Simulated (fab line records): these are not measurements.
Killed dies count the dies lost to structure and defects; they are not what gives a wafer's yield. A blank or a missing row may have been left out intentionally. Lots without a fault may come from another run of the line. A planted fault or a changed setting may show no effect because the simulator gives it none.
Struck lot and sound lot, side by side -- flow gf180mcu -- 15 steps out of a route of 602
Sound: these wafers, L945.1, L945.4, L945.6. Struck: wafer L958.4 (left out: L958.1, L958.2 of the same lot, which were not struck); the cause appears at the end.
Order at every step that has rows: each side's tool, ch and its chambers, its first start. Under that, the readings that differ: sound wafers -- struck wafers -- difference of the means -- sigmas: that difference in standard deviations of wafers without a fault.
alike: readings with means less than 2 such deviations apart, plus words and numbers identical on both sides. not compared: withheld readings, readings lacking a value on some wafer, bounds such as >300 that could conceal the same value, and numbers that have no deviation in the record and whose values overlap.
A row with sigmas, a row that says differs or no value, or rows on one side alone: a step with any of these is where the two part. Numbers that have no deviation but don't overlap get no sigmas and don't part them. A reading missing from all wafers of one side parts the sides only when that side holds two or more wafers.

first, 4 steps without rows for these wafers: GF_HV_LDD_SOFTBAKE_15 (time 60 s); GF_HV_LDD_EXPOSE_16 (exposes mask Pplus LV AREA, target cd 400 nm); GF_HV_LDD_PEB_17; GF_HV_LDD_DEVELOP_18 (develop time 60 s).
GF_HV_LDD_CD_MEAS_19: target cd 400 nm.
  sound on cdSem-01, day 12 08:43; struck on cdSem-01, day 16 12:00
  alike: cdNm
GF_HV_LDD_OVL_MEAS_20:
  sound on overlay-01, day 12 08:50; struck on overlay-01, day 16 12:07
  alike: HV_LDD_01_OVL
following that, these wafers have no rows for 1 step: GF_HV_LDD_IMPLANT_21.
GF_HV_LDD_STRIP_22: strips in O2/N2.
  sound on plasmaAsher-01 ch 0,1, day 12 09:01; struck on plasmaAsher-04 ch 1, day 16 12:19
reading,sound,struck,difference,sigmas
drypumpMotorCurrentA (A),5.5 5.7 5.4,6.4,+0.9,+2
oesProductAu (a.u.),0.708 0.718 0.716,0.724,+0.010,+2
  alike: chamberPressureMTorr, heaterPowerW, stripTimeToEndpointS
  not compared: rfHoursCounterH
GF_HV_LDD_TW_MEAS_23:
  sound on filmMetro-04, day 12 09:07; struck on filmMetro-01, day 16 12:25
reading,sound,struck,difference,sigmas
HV_LDD_2_TW,1068 1075 1059,1054,-13,-2
then, 3 steps without rows for these wafers: GF_HV_LDD_DEHYDRATE_24 (time 60 s); GF_HV_LDD_HMDS_25 (prime time 60 s); GF_HV_LDD_COAT_26 (resist thk 1000 nm).
GF_HV_LDD_SOFTBAKE_27: time 60 s.
  sound on lithoTrack-02 ch 0, day 12 19:12; struck on lithoTrack-02 ch 0, day 16 23:29
reading,sound,struck,difference,sigmas
runLengthS (s),88.87 88.84 88.91,93.28,+4.41,+31
  alike: chillPlateTempC
then, 1 step without rows for these wafers: GF_HV_LDD_EXPOSE_28 (exposes mask Nplus HV AREA, target cd 400 nm).
-- a jump in the record: the struck wafers' starts before and after are 17 days apart (it breaks off in module HV_LDD and resumes in module PASSIVATION, where the first step shown is number 602 of the route) --
GF_PASSIVATION_PROBE_99:
  rows exist in the record for the struck wafers here (prober-01, day 34 00:28), but not for the sound ones

## WHERE THEY PART
Last at GF_PASSIVATION_PROBE_99 as far as this record goes, first at GF_HV_LDD_STRIP_22.

WHY: what the simulator had put in
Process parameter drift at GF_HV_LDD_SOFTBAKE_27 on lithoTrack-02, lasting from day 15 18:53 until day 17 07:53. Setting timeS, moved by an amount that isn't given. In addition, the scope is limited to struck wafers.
